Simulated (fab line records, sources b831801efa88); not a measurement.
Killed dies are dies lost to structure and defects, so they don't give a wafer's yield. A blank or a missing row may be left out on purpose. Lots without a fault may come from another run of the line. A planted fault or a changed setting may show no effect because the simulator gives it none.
fab line records | flow sky130 | part 1 of 2: steps 1 to 26 of 39
record lots=5 wafers=15 last_day=48
route steps=708 shown VIA1@480 METAL2@483 VIA2@507
lots that met no fault: from a run of the same line without faults
start_h: hours from the record's first day to the start of the lot's first wafer shown | wait_h: hours since the lot's step before | " the same as in the row above | L1.1+2: a row that stands for several wafers | - no value, or no start given | * or withheld: withheld | < > ~ a bound
route shown NAME@n: a module of which the file shows steps, and the number in the route of the first | usual: mean/standard deviation of fault-free wafers | same: alike in all rows | chamber/n: place in a boat | sites: the reading at each site | _std_site: their standard deviation | _edge_site: outer sites' mean less inner sites' | radius_mm: how far each site lies from the wafer's centre | mask NAME#n: copy n | behind: the tool/chamber that last shaped the wafer | hold: why the lot was held/for how many hours/how that ended | device: the transistor (n, p or np) that didn't switch | end of line: the same wafers' tests at the end of the route | a step without rows: its recipe alone | killed: dies lost to structure and defects at the first sort, not the wafer's yield | map: a wafer's dies, x killed, . not, _ none there
set.NAME: the setting as run; set.NAME@STEP: as run at that earlier step | model.NAME: the simulator's own value behind a step, which no gauge read
lots at some steps of the route; a table a step, a row a wafer
services: from which hour (start_h, from the record's first day; less than 0 if before it) a tool's chamber was out of use, for how many hours, and why
## steps
# step SKY_VIA1_RS_MEAS_22
# recipe thk_meas_gauge=four-point-probe reads=W_of_VIA1_CVD_21+TiN_of_VIA1_SPUTTER_20
# usual VIA1_W_RS=0.426/0.0065
# columns lot.wafer tool chamber start_h wait_h VIA1_W_RS[ohm/sq]
L074.3 film_metro-03 - 812.10 0.1 0.428
L074.5 " - " " 0.428
L074.6 " - " " 0.425
L083.2 film_metro-03 - 868.82 0.1 0.419
L083.4 " - " " 0.419
L083.6 " - " " 0.426
L086.1 film_metro-01 - 890.14 0.1 0.430
L086.2 " - " " 0.430
L086.6 " - " " 0.428
L087.1 film_metro-03 - 901.89 0.1 0.418
L087.4 " - " " 0.421
L087.6 " - " " 0.422
L088.2 film_metro-02 - 903.98 0.1 0.413
L088.3 " - " " 0.425
L088.5 " - " " 0.415
# step SKY_VIA1_THK_MEAS_23
# recipe thk_meas_gauge=xrf reads=W_of_VIA1_CVD_21
# usual VIA1_W_THK=267/4.7
# columns lot.wafer tool chamber start_h wait_h VIA1_W_THK[nm]
L074.3 film_metro-03 - 812.20 0.1 266
L074.5 " - " " 268
L074.6 " - " " 271
L083.2 film_metro-03 - 868.93 0.1 274
L083.4 " - " " 274
L083.6 " - " " 271
L086.1 film_metro-01 - 890.26 0.1 263
L086.2 " - " " 261
L086.6 " - " " 264
L087.1 film_metro-03 - 902.01 0.1 276
L087.4 " - " " 273
L087.6 " - " " 272
L088.2 film_metro-02 - 904.09 0.1 275
L088.3 " - " " 268
L088.5 " - " " 274
# step SKY_VIA1_CMP_24
# recipe stop_on=SiO2 t_overpolish_s=15 down_force_psi=3.5 platen_rpm=60 target_thk_nm=0 pad_velocity_m_s=0.94248
# usual motor_current_A=10.8/0.97 overpolish_run_s=14.999/0.0082 retaining_ring_pressure_frac=1.000/0.0052 time_to_endpoint_s=66.4/2.9
# columns lot.wafer tool chamber start_h wait_h motor_current_A overpolish_run_s retaining_ring_pressure_frac time_to_endpoint_s
L074.3 cmp-02 0 812.24 0.0 10.7 14.994 1.001 70.6
L074.5 " 0 " " 10.3 15.006 0.995 70.0
L074.6 " 1 " " 10.8 15.000 1.000 68.6
L083.4 cmp-02 0 868.98 0.0 10.3 14.995 1.001 68.4
L083.2 " 3 " " 10.4 15.002 1.003 69.7
L083.6 " 1 " " 10.8 14.992 0.995 67.0
L086.2 cmp-02 2 890.32 0.0 9.4 14.994 0.993 65.2
L086.1 " 1 " " 10.6 14.992 0.983 66.6
L086.6 " 2 " " 9.9 14.991 0.998 65.6
L087.4 cmp-01 2 902.17 0.1 12.4 15.001 1.005 63.9
L087.1 " 3 " " 11.0 14.986 1.004 65.2
L087.6 " 1 " " 10.8 14.999 1.001 63.9
L088.2 cmp-02 3 904.14 0.0 10.4 15.001 0.998 68.2
L088.3 " 0 " " 10.6 14.996 1.001 68.4
L088.5 " 0 " " 10.6 15.002 1.003 71.0
# step SKY_METAL2_SPUTTER_00
# recipe material=Ti target_thk_nm=15 power_w=3000 time_s=10 chamber_pressure_pa=0.4
# usual throttle_valve_pct=30.2/1.5
# columns lot.wafer tool chamber start_h wait_h throttle_valve_pct
L074.3 pvd_sputter-04 - 812.54 0.2 29.7
L074.5 " - " " 28.4
L074.6 " - " " 29.8
L083.2 pvd_sputter-04 - 869.28 0.1 32.0
L083.4 " - " " 28.2
L083.6 " - " " 29.8
L086.1 pvd_sputter-01 - 890.62 0.1 31.4
L086.2 " - " " 27.6
L086.6 " - " " 27.6
L087.1 pvd_sputter-03 - 902.37 0.1 31.2
L087.4 " - " " 33.2
L087.6 " - " " 31.4
L088.2 pvd_sputter-04 - 904.44 0.2 28.6
L088.3 " - " " 32.2
L088.5 " - " " 28.3
# step SKY_METAL2_SPUTTER_01
# recipe material=TiN target_thk_nm=20 power_w=6500 time_s=16.7 chamber_pressure_pa=0.4
# usual throttle_valve_pct=30.2/1.5
# columns lot.wafer tool chamber start_h wait_h throttle_valve_pct
L074.3 pvd_sputter-04 - 812.56 0.0 29.7
L074.5 " - " " 28.1
L074.6 " - " " 30.0
L083.2 pvd_sputter-04 - 869.30 0.0 32.1
L083.4 " - " " 28.6
L083.6 " - " " 29.8
L086.1 pvd_sputter-01 - 890.64 0.0 31.1
L086.2 " - " " 27.4
L086.6 " - " " 27.8
L087.1 pvd_sputter-03 - 902.39 0.0 31.4
L087.4 " - " " 33.0
L087.6 " - " " 31.2
L088.2 pvd_sputter-04 - 904.46 0.0 28.2
L088.3 " - " " 31.7
L088.5 " - " " 28.1
# step SKY_METAL2_SPUTTER_02
# recipe material=AlCu target_thk_nm=250 power_w=10600 time_s=13.3 chamber_pressure_pa=0.4
# usual throttle_valve_pct=30.2/1.5
# columns lot.wafer tool chamber start_h wait_h throttle_valve_pct
L074.3 pvd_sputter-04 - 812.59 0.0 29.9
L074.5 " - " " 28.3
L074.6 " - " " 29.6
L083.2 pvd_sputter-04 - 869.32 0.0 31.7
L083.4 " - " " 28.5
L083.6 " - " " 29.7
L086.1 pvd_sputter-01 - 890.66 0.0 31.2
L086.2 " - " " 27.8
L086.6 " - " " 27.7
L087.1 pvd_sputter-03 - 902.42 0.0 31.3
L087.4 " - " " 33.1
L087.6 " - " " 31.3
L088.2 pvd_sputter-04 - 904.49 0.0 28.3
L088.3 " - " " 31.7
L088.5 " - " " 28.4
# step SKY_METAL2_SPUTTER_03
# recipe material=Ti target_thk_nm=5 power_w=3000 time_s=3.3 chamber_pressure_pa=0.4
# usual throttle_valve_pct=30.2/1.5
# columns lot.wafer tool chamber start_h wait_h throttle_valve_pct
L074.3 pvd_sputter-04 - 812.61 0.0 30.0
L074.5 " - " " 28.4
L074.6 " - " " 29.8
L083.2 pvd_sputter-04 - 869.35 0.0 32.0
L083.4 " - " " 28.2
L083.6 " - " " 29.8
L086.1 pvd_sputter-01 - 890.69 0.0 31.3
L086.2 " - " " 27.8
L086.6 " - " " 27.7
L087.1 pvd_sputter-03 - 902.44 0.0 31.3
L087.4 " - " " 33.2
L087.6 " - " " 31.3
L088.2 pvd_sputter-04 - 904.51 0.0 28.3
L088.3 " - " " 31.8
L088.5 " - " " 28.4
# step SKY_METAL2_SPUTTER_04
# recipe material=TiN target_thk_nm=70 power_w=6500 time_s=58.3 chamber_pressure_pa=0.4
# usual throttle_valve_pct=30.2/1.5
# columns lot.wafer tool chamber start_h wait_h throttle_valve_pct
L074.3 pvd_sputter-04 - 812.63 0.0 29.8
L074.5 " - " " 28.3
L074.6 " - " " 29.7
L083.2 pvd_sputter-04 - 869.37 0.0 31.9
L083.4 " - " " 28.2
L083.6 " - " " 30.0
L086.1 pvd_sputter-01 - 890.71 0.0 31.5
L086.2 " - " " 27.8
L086.6 " - " " 27.6
L087.1 pvd_sputter-03 - 902.46 0.0 31.4
L087.4 " - " " 33.1
L087.6 " - " " 31.3
L088.2 pvd_sputter-04 - 904.53 0.0 28.0
L088.3 " - " " 31.9
L088.5 " - " " 28.2
# step SKY_METAL2_RS_MEAS_05
# recipe thk_meas_gauge=four-point-probe reads=TiN_of_METAL2_SPUTTER_04+Ti_of_METAL2_SPUTTER_03+AlCu_of_METAL2_SPUTTER_02+TiN_of_METAL2_SPUTTER_01+Ti_of_METAL2_SPUTTER_00
# usual METAL2_ALCU_RS=0.1267/0.0014
# columns lot.wafer tool chamber start_h wait_h METAL2_ALCU_RS[ohm/sq]
L074.3 film_metro-04 - 812.72 0.1 0.1249
L074.5 " - " " 0.1264
L074.6 " - " " 0.1242
L083.2 film_metro-02 - 869.44 0.0 0.1253
L083.4 " - " " 0.1258
L083.6 " - " " 0.1254
L086.1 film_metro-02 - 890.76 0.0 0.1276
L086.2 " - " " 0.1282
L086.6 " - " " 0.1282
L087.1 film_metro-04 - 902.51 0.0 0.1292
L087.4 " - " " 0.1302
L087.6 " - " " 0.1290
L088.2 film_metro-02 - 904.60 0.0 0.1272
L088.3 " - " " 0.1261
L088.5 " - " " 0.1277
# step SKY_METAL2_THK_MEAS_06
# recipe thk_meas_gauge=xrf reads=AlCu_of_METAL2_SPUTTER_02
# usual METAL2_ALCU_THK=253.5/2.7
# columns lot.wafer tool chamber start_h wait_h METAL2_ALCU_THK[nm]
L074.3 film_metro-04 - 812.82 0.1 256.6
L074.5 " - " " 255.5
L074.6 " - " " 257.5
L083.2 film_metro-02 - 869.55 0.1 255.8
L083.4 " - " " 254.3
L083.6 " - " " 256.7
L086.1 film_metro-02 - 890.88 0.1 250.8
L086.2 " - " " 251.1
L086.6 " - " " 251.5
L087.1 film_metro-04 - 902.63 0.1 247.9
L087.4 " - " " 246.9
L087.6 " - " " 250.2
L088.2 film_metro-02 - 904.71 0.1 253.8
L088.3 " - " " 255.6
L088.5 " - " " 253.2
# step SKY_METAL2_DEHYDRATE_07
# recipe temp_c=200 time_s=60
# columns lot.wafer tool chamber start_h wait_h
L074.3+5+6 litho_track-02 0 825.53 12.7
L083.2+4+6 litho_track-01 0 882.18 12.6
L086.1+2+6 litho_track-04 0 903.31 12.4
L087.1+4+6 litho_track-04 0 914.46 11.8
L088.2+3+5 litho_track-02 0 916.45 11.7
# step SKY_METAL2_HMDS_08
# recipe prime_time_s=60 prime_temp_c=120
# usual prime_temp_c=120.01/0.16
# columns lot.wafer tool chamber start_h wait_h prime_temp_c
L074.3 litho_track-02 0 825.68 0.1 120.08
L074.5 " 0 " " 120.26
L074.6 " 0 " " 120.08
L083.2 litho_track-01 0 882.33 0.1 119.96
L083.4 " 0 " " 120.31
L083.6 " 0 " " 120.22
L086.1 litho_track-04 0 903.46 0.1 120.01
L086.2 " 0 " " 120.15
L086.6 " 0 " " 120.19
L087.1 litho_track-04 0 914.61 0.1 120.05
L087.4 " 0 " " 120.21
L087.6 " 0 " " 120.25
L088.2 litho_track-02 0 916.60 0.1 120.13
L088.3 " 0 " " 119.99
L088.5 " 0 " " 120.07
# step SKY_METAL2_COAT_09
# recipe resist=BARC temp_c=withheld time_s=withheld spin_rpm=3000 resist_thk_nm=60
# usual dispense_pressure_kPa=49.9/1.4
# columns lot.wafer tool chamber start_h wait_h dispense_pressure_kPa
L074.3 litho_track-02 0 825.83 0.1 48.3
L074.5 " 0 " " 48.3
L074.6 " 0 " " 48.2
L083.2 litho_track-01 0 882.48 0.1 51.8
L083.4 " 0 " " 51.8
L083.6 " 0 " " 51.8
L086.1 litho_track-04 0 903.61 0.1 50.9
L086.2 " 0 " " 50.8
L086.6 " 0 " " 50.8
L087.1 litho_track-04 0 914.76 0.1 50.8
L087.4 " 0 " " 50.9
L087.6 " 0 " " 50.9
L088.2 litho_track-02 0 916.75 0.1 48.2
L088.3 " 0 " " 48.2
L088.5 " 0 " " 48.2
# step SKY_METAL2_COAT_10
# recipe resist=KrF-thick spin_rpm=3000 resist_thk_nm=450
# usual dispense_pressure_kPa=49.8/1.5
# columns lot.wafer tool chamber start_h wait_h dispense_pressure_kPa
L074.3 litho_track-02 0 - - 48.2
L074.5 " 0 " " 48.2
L074.6 " 0 " " 48.2
L083.2 litho_track-01 0 - - 51.7
L083.4 " 0 " " 51.7
L083.6 " 0 " " 51.7
L086.1 litho_track-04 0 - - 50.8
L086.2 " 0 " " 50.8
L086.6 " 0 " " 50.8
L087.1 litho_track-04 0 - - 50.8
L087.4 " 0 " " 50.8
L087.6 " 0 " " 50.8
L088.2 litho_track-02 0 - - 48.1
L088.3 " 0 " " 48.1
L088.5 " 0 " " 48.1
# step SKY_METAL2_SOFTBAKE_11
# recipe temp_c=100 time_s=90 resist=KrF-thick
# columns lot.wafer tool chamber start_h wait_h
L074.3+5+6 litho_track-02 0 - -
L083.2+4+6 litho_track-01 0 - -
L086.1+2+6 litho_track-04 0 - -
L087.1+4+6 litho_track-04 0 - -
L088.2+3+5 litho_track-02 0 - -
# step SKY_METAL2_EXPOSE_12
# recipe mask_id=MM2 na=0.8 source_shape=annular sigma_inner=0.55 sigma_outer=0.85 target_cd_nm=140 dose_mj=28
# columns lot.wafer tool chamber start_h wait_h mask
L074.3+5+6 krf_scanner-02 0 - - MM2#0
L083.2+4+6 krf_scanner-02 0 - - MM2#0
L086.1+2+6 krf_scanner-02 0 - - MM2#0
L087.1+4+6 krf_scanner-02 0 - - MM2#0
L088.2+3+5 krf_scanner-02 0 - - MM2#0
# step SKY_METAL2_PEB_13
# recipe peb_temp_c=withheld peb_time_s=withheld resist=KrF-thick
# columns lot.wafer tool chamber start_h wait_h
L074.3+5+6 litho_track-01 0 - -
L083.2+4+6 litho_track-01 0 - -
L086.1+2+6 litho_track-01 0 - -
L087.1+4+6 litho_track-02 0 - -
L088.2+3+5 litho_track-02 0 - -
# step SKY_METAL2_DEVELOP_14
# recipe develop_time_s=60 resist=KrF-thick dev_temp_c=21
# columns lot.wafer tool chamber start_h wait_h
L074.3+5+6 litho_track-01 0 - -
L083.2+4+6 litho_track-01 0 - -
L086.1+2+6 litho_track-01 0 - -
L087.1+4+6 litho_track-02 0 - -
L088.2+3+5 litho_track-02 0 - -
# step SKY_METAL2_CD_MEAS_15
# recipe target_cd_nm=140
# usual cd_nm=139.3/1.6
# columns lot.wafer tool chamber start_h wait_h cd_nm
L074.3 cd_sem-01 - 839.29 - 140.0
L074.5 " - " " 139.9
L074.6 " - " " 141.3
L083.2 cd_sem-02 - 895.12 - 139.9
L083.4 " - " " 138.8
L083.6 " - " " 138.9
L086.1 cd_sem-02 - 916.35 - 140.3
L086.2 " - " " 139.3
L086.6 " - " " 141.4
L087.1 cd_sem-01 - 927.23 - 140.2
L087.4 " - " " 142.9
L087.6 " - " " 142.4
L088.2 cd_sem-02 - 929.85 - 141.6
L088.3 " - " " 142.1
L088.5 " - " " 141.9
# step SKY_METAL2_OVL_MEAS_16
# usual METAL2_OVL=4/5.5
# columns lot.wafer tool chamber start_h wait_h METAL2_OVL[nm]
L074.3 overlay-01 - 839.38 0.1 8
L074.5 " - " " 7
L074.6 " - " " 1
L083.2 overlay-02 - 895.23 0.1 4
L083.4 " - " " 12
L083.6 " - " " 6
L086.1 overlay-02 - 916.47 0.1 0
L086.2 " - " " 2
L086.6 " - " " 9
L087.1 overlay-01 - 927.35 0.1 6
L087.4 " - " " 6
L087.6 " - " " 4
L088.2 overlay-02 - 929.96 0.1 10
L088.3 " - " " 3
L088.5 " - " " 6
# step SKY_METAL2_DESCUM_17
# recipe chemistry=O2 source_power_w=150 bias_power_w=0 pressure_mtorr=10 temp_c=40 time_s=8
# usual drypump_motor_current_A=5.8/0.39 oes_product_au=0.997/0.0069
# columns lot.wafer tool chamber start_h wait_h drypump_motor_current_A oes_product_au rf_hours_counter_h
L074.3 rie_metal-01 0 839.42 0.0 5.9 0.995 -
L074.5 " 0 " " 6.0 1.003 -
L074.6 " 1 " " 6.1 0.988 -
L083.2 rie_metal-01 1 895.26 0.0 6.1 0.983 12
L083.4 " 0 " " 5.9 0.995 -
L083.6 " 1 " " 6.1 0.984 -
L086.1 rie_metal-03 0 916.51 0.0 5.4 0.994 7
L086.2 " 1 " " 6.2 0.993 4
L086.6 " 1 " " 6.2 0.991 -
L087.1 rie_metal-01 0 927.39 0.0 5.9 0.985 9
L087.4 " 1 " " 6.1 1.001 -
L087.6 " 1 " " 6.1 0.993 -
L088.2 rie_metal-01 0 929.99 0.0 5.9 0.998 9
L088.3 " 0 " " 5.9 0.994 -
L088.5 " 0 " " 5.9 0.994 -
# step SKY_METAL2_ETCH_18
# recipe chemistry=N2/H2 target=BARC ion_energy_ev=200 bias_w=100 pressure_mtorr=30 n2_flow_sccm=100 h2_flow_sccm=200 icp_w=500 stop_on=SiO2 time_s=45.9 target_depth_a=600
# usual drypump_motor_current_A=5.8/0.39 oes_product_au=0.856/0.0049 throttle_valve_pct=13.226/0.0091
# columns lot.wafer tool chamber start_h wait_h drypump_motor_current_A oes_product_au rf_hours_counter_h throttle_valve_pct
L074.3 rie_metal-01 0 839.46 0.0 6.0 0.854 - 13.222
L074.5 " 0 " " 5.9 0.858 - 13.223
L074.6 " 1 " " 6.1 0.859 - 13.223
L083.2 rie_metal-01 1 895.29 0.0 6.1 0.855 12 13.215
L083.4 " 0 " " 5.9 0.858 - 13.240
L083.6 " 1 " " 6.1 0.854 - 13.222
L086.1 rie_metal-03 0 916.54 0.0 5.4 0.853 7 13.229
L086.2 " 1 " " 6.2 0.850 4 13.209
L086.6 " 1 " " 6.2 0.861 - 13.229
L087.1 rie_metal-01 0 927.42 0.0 5.9 0.862 9 13.201
L087.4 " 1 " " 6.1 0.848 - 13.222
L087.6 " 1 " " 6.2 0.856 - 13.222
L088.2 rie_metal-01 0 930.02 0.0 5.9 0.850 9 13.224
L088.3 " 0 " " 5.9 0.852 - 13.222
L088.5 " 0 " " 5.9 0.854 - 13.237
# step SKY_METAL2_METAL_ETCH_19
# recipe target_depth_a=3600 stop_on=SiO2 over_etch_frac=0.3 time_s=78 chemistry=Cl2/BCl3 resist_sidewall_deg=88 pressure_mtorr=10 icp_w=900 bias_w=48.5 Cl2_flow_sccm=60 bcl3_flow_sccm=30
# usual drypump_motor_current_A=5.8/0.39 oes_product_au=0.854/0.0061 throttle_valve_pct=22.264/0.0086
# same over_etch_frac=0.3
# columns lot.wafer tool chamber start_h wait_h drypump_motor_current_A oes_product_au rf_hours_counter_h throttle_valve_pct
L074.3 rie_metal-01 0 839.53 0.1 5.9 0.856 - 22.255
L074.5 " 0 " " 5.9 0.860 - 22.263
L074.6 " 1 " " 6.1 0.867 - 22.270
L083.2 rie_metal-01 1 895.35 0.0 6.1 0.862 12 22.259
L083.4 " 0 " " 5.9 0.861 - 22.258
L083.6 " 1 " " 6.1 0.862 - 22.262
L086.1 rie_metal-03 0 916.60 0.0 5.4 0.848 7 22.268
L086.2 " 1 " " 6.2 0.847 4 22.251
L086.6 " 1 " " 6.2 0.857 - 22.266
L087.1 rie_metal-01 0 927.48 0.0 5.9 0.855 9 22.271
L087.4 " 1 " " 6.1 0.839 - 22.266
L087.6 " 1 " " 6.1 0.849 - 22.254
L088.2 rie_metal-01 0 930.08 0.0 5.9 0.854 9 22.262
L088.3 " 0 " " 5.9 0.850 - 22.255
L088.5 " 0 " " 5.9 0.848 - 22.262
# step SKY_METAL2_STRIP_20
# recipe chemistry=O2/N2 power_w=1400 pressure_mtorr=1500 platen_temp_c=withheld o2_flow_sccm=3000 n2_flow_sccm=300 overash_fraction=0.5
# usual drypump_motor_current_A=5.69/0.18 oes_product_au=0.344/0.0047 strip_time_to_endpoint_s=2.703/0.029
# columns lot.wafer tool chamber start_h wait_h drypump_motor_current_A oes_product_au rf_hours_counter_h strip_time_to_endpoint_s
L074.3 plasma_asher-01 0 839.63 0.1 5.76 0.349 - 2.689
L074.5 " 1 " " 5.72 0.341 - 2.699
L074.6 " 0 " " 5.76 0.355 - 2.726
L083.2 plasma_asher-04 1 895.44 0.1 5.64 0.349 15 2.719
L083.4 " 1 " " 5.64 0.337 - 2.712
L083.6 " 0 " " 5.31 0.351 - 2.714
L086.1 plasma_asher-03 0 916.69 0.1 5.95 0.350 105 2.731
L086.2 " 1 " " 5.67 0.338 105 2.706
L086.6 " 0 " " 5.93 0.340 - 2.717
L087.1 plasma_asher-03 1 927.57 0.1 5.69 0.333 106 2.727
L087.4 " 0 " " 5.96 0.347 - 2.739
L087.6 " 1 " " 5.72 0.348 - 2.726
L088.2 plasma_asher-04 0 930.17 0.1 5.30 0.343 18 2.674
L088.3 " 0 " " 5.32 0.349 - 2.710
L088.5 " 0 " " 5.32 0.343 - 2.693
# step SKY_METAL2_STRIP_21
# recipe chemistry=post_etch_residue_remover time_s=1200 temp_c=72.5
# usual bath_guard_temp_C=72.5/0.71
# columns lot.wafer tool chamber start_h wait_h bath_guard_temp_C
L074.3 wet_bench-01 1 839.69 0.0 73.6
L074.5 " 1 " " 73.2
L074.6 " 1 " " 73.4
L083.2 wet_bench-02 1 895.54 0.1 73.4
L083.4 " 1 " " 73.5
L083.6 " 1 " " 72.8
L086.1 wet_bench-01 3 916.79 0.1 72.3
L086.2 " 3 " " 72.3
L086.6 " 3 " " 72.2
L087.1 wet_bench-02 0 927.67 0.1 72.6
L087.4 " 0 " " 72.7
L087.6 " 0 " " 72.7
L088.2 wet_bench-02 2 930.27 0.1 73.1
L088.3 " 2 " " 73.0
L088.5 " 2 " " 72.9
# step SKY_METAL2_CLEAN_22
# recipe chemistry=IPA time_s=180 temp_c=25
# columns lot.wafer tool chamber start_h wait_h
L074.3+5+6 wet_bench-03 0 840.03 0.0
L083.2+4+6 wet_bench-01 2 895.88 0.0
L086.1+2+6 wet_bench-03 3 917.13 0.0
L087.1+4+6 wet_bench-01 2 928.01 0.0
L088.2+3+5 wet_bench-03 0 930.61 0.0
